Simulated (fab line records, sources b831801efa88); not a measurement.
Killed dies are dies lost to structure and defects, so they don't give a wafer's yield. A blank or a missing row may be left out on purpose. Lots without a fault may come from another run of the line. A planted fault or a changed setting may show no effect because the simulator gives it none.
A sampling plan put to the test | flow sky130 | one fab line, 13 faults that these records tell of, each judged on the records of the lots that it struck; 1 more is left out, because the records don't allow judging it
The plan is the line's own looks: the steps of the route at which a gauge or an inspection reads the wafer and doesn't change it. A look can be judged if struck wafers have a number there and the file gives its usual mean and standard deviation on fault-free wafers. Caught: at a look after the fault's first step, the mean of the struck wafers lies 4 or more of those standard deviations (sigma) from the usual mean. On the tool: the same test on the tool's own readings at the fault's steps. Another recipe on the struck wafers, or a record that is blank for them alone, also counts as caught.

THE FAULTS, as the simulator had put them in
1. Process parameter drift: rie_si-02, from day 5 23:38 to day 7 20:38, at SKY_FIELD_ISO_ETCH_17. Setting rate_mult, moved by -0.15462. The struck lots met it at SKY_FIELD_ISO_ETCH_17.
2. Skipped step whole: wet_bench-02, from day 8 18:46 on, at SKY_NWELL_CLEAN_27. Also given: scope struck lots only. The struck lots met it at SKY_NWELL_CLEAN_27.
3. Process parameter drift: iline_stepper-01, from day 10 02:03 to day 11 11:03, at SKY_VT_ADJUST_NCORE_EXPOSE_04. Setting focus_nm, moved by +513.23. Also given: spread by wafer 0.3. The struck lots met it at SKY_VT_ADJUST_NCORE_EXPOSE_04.
4. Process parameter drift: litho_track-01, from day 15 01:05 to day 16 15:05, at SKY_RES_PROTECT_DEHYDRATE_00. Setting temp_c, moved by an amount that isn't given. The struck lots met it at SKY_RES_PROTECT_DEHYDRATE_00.
5. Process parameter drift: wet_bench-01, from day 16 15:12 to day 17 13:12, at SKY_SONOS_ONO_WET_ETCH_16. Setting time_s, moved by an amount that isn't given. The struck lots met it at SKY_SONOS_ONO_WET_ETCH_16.
6. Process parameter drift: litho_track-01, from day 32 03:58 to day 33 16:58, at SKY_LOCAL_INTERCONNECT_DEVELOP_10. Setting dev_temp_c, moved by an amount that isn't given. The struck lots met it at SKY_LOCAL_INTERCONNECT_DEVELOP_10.
7. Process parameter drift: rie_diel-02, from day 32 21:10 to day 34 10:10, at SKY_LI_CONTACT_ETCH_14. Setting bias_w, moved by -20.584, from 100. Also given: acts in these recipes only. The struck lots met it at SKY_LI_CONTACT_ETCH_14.
8. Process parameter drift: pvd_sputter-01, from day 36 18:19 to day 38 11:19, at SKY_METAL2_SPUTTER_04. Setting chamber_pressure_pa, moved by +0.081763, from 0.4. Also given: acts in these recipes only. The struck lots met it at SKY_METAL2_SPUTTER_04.
9. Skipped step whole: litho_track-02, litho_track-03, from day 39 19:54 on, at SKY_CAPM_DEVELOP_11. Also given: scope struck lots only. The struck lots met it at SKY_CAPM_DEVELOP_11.
10. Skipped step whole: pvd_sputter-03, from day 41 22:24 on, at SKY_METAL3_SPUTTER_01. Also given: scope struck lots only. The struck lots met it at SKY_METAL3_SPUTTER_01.
11. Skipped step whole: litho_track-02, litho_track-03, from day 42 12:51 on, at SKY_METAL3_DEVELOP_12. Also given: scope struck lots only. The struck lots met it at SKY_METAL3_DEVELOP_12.
12. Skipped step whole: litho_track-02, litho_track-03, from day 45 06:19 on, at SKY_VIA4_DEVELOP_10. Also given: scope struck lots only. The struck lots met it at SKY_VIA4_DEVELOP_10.
13. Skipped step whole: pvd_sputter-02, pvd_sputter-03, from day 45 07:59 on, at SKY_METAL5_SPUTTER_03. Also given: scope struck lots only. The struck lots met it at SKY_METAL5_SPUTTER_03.

WHAT THE PLAN SAW
fault | on the tool itself                               | first look that catches it                      | reading, sigma | median hours from its first step to that look | hours from the fault's start to the first struck lot there | judged looks passed uncaught
1     | oes_product_au -9.9 sigma                        | no look after it can be judged                  | -              | -                                             | -                                                          | 0
2     | the tool's record is blank for the struck wafers | not the one look that can be judged after it    | -              | -                                             | -                                                          | 1
3     | exposure_dose_mJ_cm2 +7.2 sigma                  | not the one look that can be judged after it    | -              | -                                             | -                                                          | 1
4     | heater_power_total_W -25 sigma                   | not the one look that can be judged after it    | -              | -                                             | -                                                          | 1
5     | run_length_s -41 sigma                           | no look after it can be judged                  | -              | -                                             | -                                                          | 0
6     | developer_temp_C +6.7 sigma                      | no look after it can be judged                  | -              | -                                             | -                                                          | 0
7     | bias_w -63 sigma                                 | none of the 2 looks that can be judged after it | -              | -                                             | -                                                          | 2
8     | chamber_pressure_pa +99 or beyond sigma          | no look after it can be judged                  | -              | -                                             | -                                                          | 0
9     | the tool's record is blank for the struck wafers | no look after it can be judged                  | -              | -                                             | -                                                          | 0
10    | the tool's record is blank for the struck wafers | no look after it can be judged                  | -              | -                                             | -                                                          | 0
11    | the tool's record is blank for the struck wafers | no look after it can be judged                  | -              | -                                             | -                                                          | 0
12    | the tool's record is blank for the struck wafers | no look after it can be judged                  | -              | -                                             | -                                                          | 0
13    | the tool's record is blank for the struck wafers | no look after it can be judged                  | -              | -                                             | -                                                          | 0
A dash: the fault isn't caught, or these records don't give the number.

Caught at a look: 0 of 13. Caught on the tool: 13 of 13. By one or the other: 13 of 13.
Caught on the tool alone: faults 1, 2, 3, 4, 5, 6, 7, 8, 9, 10, 11, 12, 13.
